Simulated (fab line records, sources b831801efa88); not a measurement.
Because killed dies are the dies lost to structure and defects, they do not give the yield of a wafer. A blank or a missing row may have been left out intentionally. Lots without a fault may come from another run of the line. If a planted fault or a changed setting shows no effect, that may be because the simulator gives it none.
Which tool was responsible? ; flow sky130 ; 14 lots, 42 wafers sampled, at 2 steps of a route of 708

WHAT EACH GAUGE READ, for each wafer
The record lacks any reading of a measuring or inspecting step that a usual standard deviation could be used to judge.

EACH LOT AND THE TOOL THAT RAN IT (in order: tool; ch and the chambers of the sampled wafers; start)
lot;SKY_VIA2_CMP_02;SKY_PAD_OPEN_PROBE_99
L176;cmp-02 ch 0,1, day 36 07:25;-
L177;cmp-02 ch 0,2,3, day 36 12:09;-
L178;cmp-02 ch 0,1,2, day 36 15:02;prober-01, day 46 22:11
L179;cmp-02 ch 0,3, day 37 00:33;prober-02, day 47 05:09
L185;cmp-01 ch 1,3, day 39 08:12;-
L188;cmp-01 ch 1,3, day 39 15:20;-
L189;cmp-01 ch 0,1,2, day 39 17:49;-
L190;cmp-01 ch 1,2, day 40 00:04;prober-01, day 49 13:12
L191;cmp-02 ch 0,1,2, day 40 06:38;prober-02, day 49 18:32
L193;cmp-01 ch 1,2, day 40 15:44;-
L194;cmp-01 ch 0,1, day 41 05:10;-
L195;cmp-01 ch 0,1,2, day 41 08:14;-
L197;cmp-02 ch 0,2,3, day 41 15:43;-
L198;cmp-02 ch 1,2,3, day 42 01:41;-
- SKY_VIA2_CMP_02: polishes SiO2.
- SKY_PAD_OPEN_PROBE_99

AS READ BY THE TOOLS THEMSELVES (means over the sampled wafers that have a number; for cases with no such wafer, the mark the record gives instead)
SKY_VIA2_CMP_02. Usual: motor_current_A 11.9 A, standard deviation 1.1.
lot;tool;motor_current_A (A);flag
L176;cmp-02;13.4;
L177;cmp-02;11.3;
L178;cmp-02;12.1;
L179;cmp-02;12.0;
L185;cmp-01;12.1;
L188;cmp-01;12.0;
L189;cmp-01;11.8;
L190;cmp-01;11.4;
L191;cmp-02;12.3;
L193;cmp-01;11.7;
L194;cmp-01;11.4;
L195;cmp-01;11.4;
L197;cmp-02;11.5;
L198;cmp-02;11.4;

SKY_PAD_OPEN_PROBE_99. Usual: defect_limited_yield 82.5 %, standard deviation 1.9; killed_at_M0_to_M3 43, standard deviation 6.8; killed_at_M4_up 3.0, standard deviation 1.6; killed_at_contacts 25, standard deviation 6; killed_at_front_end 15, standard deviation 4.4; killed_at_other 0.3, standard deviation 0.52; killed_dies 86, standard deviation 9.6; killed_on_rim 17, standard deviation 3.5; killed_open 47, standard deviation 6.7; killed_short 39, standard deviation 6.8; sort_bin_3_pad_short 0.9 %, standard deviation 0.43; sort_bin_5_function 10.3 %, standard deviation 1.5; sort_bin_6_memory 6.3 %, standard deviation 1.1; sort_n_pass 406, standard deviation 9.6; sort_yield_pct 82.5 %, standard deviation 1.9.
lot;tool;defect_limited_yield (%);killed_at_M0_to_M3;killed_at_M4_up;killed_at_contacts;killed_at_front_end;killed_at_other;killed_dies;killed_on_rim;killed_open;killed_short;sort_bin_3_pad_short (%);sort_bin_5_function (%);sort_bin_6_memory (%);sort_n_pass;sort_yield_pct (%);flag
L178;prober-01;67.5;124;2.0;20;14;0.0;160;31;37;38;1.8;20.5;10.2;332;67.5;OFF
L179;prober-02;64.5;129;1.3;25;19;0.3;174;35;40;47;3.1;22.6;9.8;318;64.5;OFF
L190;prober-01;82.4;47;3.0;21;15;0.7;87;17;46;40;0.6;10.0;7.0;405;82.4;
L191;prober-02;83.6;40;3.7;27;9;0.0;81;12;43;38;0.7;9.7;6.0;411;83.6;

THE ANSWER, worked out from the rows above alone
Rule: a lot counts as off when the mean over its wafers that have a number is more than 3 standard deviations away from the usual mean. Also off: a lot with no number at a reading for which 4 or more lots have one. All remaining lots with rows at the step are treated as sound. Order of review: gauges by route order, followed by the tools' own readings, for which a lot's mean as printed above is used. At the first step where some lot is off, the reading lying furthest off is the one used; lots without a number count as furthest.
Off: L178, L179 (SKY_PAD_OPEN_PROBE_99, killed_at_M0_to_M3). Neither off nor sound, because the step has no rows for them: L176, L177, L185, L188, L189, L193, L194, L195, L197, L198.
If a tool, at that step or one of the process steps before it, ran each lot that is off and ran no sound lot following the first of them, it fits. No candidate that was tried fits.

WHAT HAD BEEN PUT IN BY THE SIMULATOR
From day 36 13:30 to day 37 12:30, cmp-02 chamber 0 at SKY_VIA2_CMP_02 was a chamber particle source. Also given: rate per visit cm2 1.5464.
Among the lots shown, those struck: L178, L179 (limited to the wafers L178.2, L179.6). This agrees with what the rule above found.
